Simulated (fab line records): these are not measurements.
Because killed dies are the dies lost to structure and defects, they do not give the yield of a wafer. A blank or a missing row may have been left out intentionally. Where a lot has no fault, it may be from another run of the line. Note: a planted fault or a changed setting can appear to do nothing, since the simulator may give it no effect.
A single fault, viewed from 2 desks + flow sky130 + what lay behind the numbers comes last; until then each desk has only its own

== TOOL OWNER'S DESK, implanter-04 ==
The tool's own readings at SKY_LDD_N_IMPLANT_09, given as means over the sampled wafers that have a number, one for each lot that went through this tool. Any lot whose mean is over 4 standard deviations away from the usual mean is out of limits and marked OUT; that distance is given in the brackets.
Columns: A = dose_ions_cm2 at SKY_LDD_N_IMPLANT_09, usual 7.499e+13; B = end_station_pressure_torr at SKY_LDD_N_IMPLANT_09, usual 5.31e-06 Torr; C = faraday_current_uA at SKY_LDD_N_IMPLANT_09, usual 422
| lot  | first seen here | A                           | B        | C            |
|------|-----------------|-----------------------------|----------|--------------|
| L205 | day 18 06:43    | 7.500e+13                   | 5.30e-06 | 423          |
| L209 | day 20 03:56    | 7.494e+13                   | 5.43e-06 | 419          |
| L212 | day 21 03:13    | 7.498e+13                   | 5.44e-06 | 421          |
| L215 | day 21 23:05    | 7.496e+13                   | 5.25e-06 | 435          |
| L219 | day 23 18:47    | 7.488e+13                   | 5.38e-06 | 418          |
| L222 | day 24 14:19    | 7.477e+12 (-99 or more) OUT | 4.86e-06 | 42 (-42) OUT |
| L223 | day 24 20:58    | 7.443e+12 (-99 or more) OUT | 4.81e-06 | 42 (-42) OUT |
This desk finds L222, L223 out of limits, L222 being first, at day 24 14:19 (dose_ions_cm2 at SKY_LDD_N_IMPLANT_09). L205, L209, L212, L215, L219: within limits.

== FROM THE METROLOGY DESK ==
Lot by lot, what the gauges showed, no matter which tool ran the lot: averages of those sampled wafers that carry a number. Any lot whose mean is over 4 standard deviations away from the usual mean is out of limits and marked OUT; that distance is given in the brackets.
Columns: A = SONOS_ONO_OVL at SKY_SONOS_ONO_OVL_MEAS_14, usual 0.3 nm; B = POLY_GATE_CVD_03_THK at SKY_POLY_GATE_THK_MEAS_04, usual 75.2 nm; C = LDD_N_TW at SKY_LDD_N_TW_MEAS_17, usual 2582; D = cd_nm at SKY_LDD_P_CD_MEAS_07, usual 380.2 nm
| lot  | first seen here | A    | B    | C               | D     |
|------|-----------------|------|------|-----------------|-------|
| L204 | day 12 22:16    | -1.6 | 74.4 | 2552            | 381.8 |
| L205 | day 13 04:25    | 0.7  | 74.3 | 2557            | 376.4 |
| L207 | day 14 05:28    | 0.3  | 75.4 | 2557            | 381.1 |
| L209 | day 14 16:52    | 1.0  | 74.8 | 2562            | 378.7 |
| L212 | day 15 14:22    | 0.3  | 75.0 | 2552            | 375.6 |
| L215 | day 16 10:40    | 1.0  | 73.9 | 2606            | 378.6 |
| L219 | day 18 05:01    | 0.9  | 75.9 | 2595            | 384.5 |
| L222 | day 19 01:59    | 1.9  | 75.6 | 2456 (-5.7) OUT | 380.9 |
| L223 | day 19 10:26    | -0.0 | 74.7 | 2465 (-5.3) OUT | 377.3 |
| L224 | day 19 18:13    | -0.0 | 75.2 | 2603            | 380.1 |
| L225 | day 20 03:16    | -0.3 | 75.2 | 2613            | 379.6 |
This desk finds L222, L223 out of limits, with the earliest case on L222 at day 24 15:26 (LDD_N_TW at SKY_LDD_N_TW_MEAS_17). L204, L205, L207, L209, L212, L215, L219, L224, L225: within limits.

== ALL TOGETHER ==
At day 24 14:19, on L222, L223, the tool owner's desk was in a position to raise an alarm.
At day 24 15:26 the metrology desk could have sounded an alarm, on L222, L223.
The lots listed all ran SKY_LDD_N_IMPLANT_09 on implanter-04.

== WHAT HAD BEEN PUT IN BY THE SIMULATOR ==
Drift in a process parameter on implanter-04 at SKY_LDD_N_IMPLANT_09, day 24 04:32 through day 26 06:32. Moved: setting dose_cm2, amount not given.
Shown lots that were struck: L222, L223.
Fault start to first reading out of limits, in hours, per desk: tool owner, 10; metrology, 11.
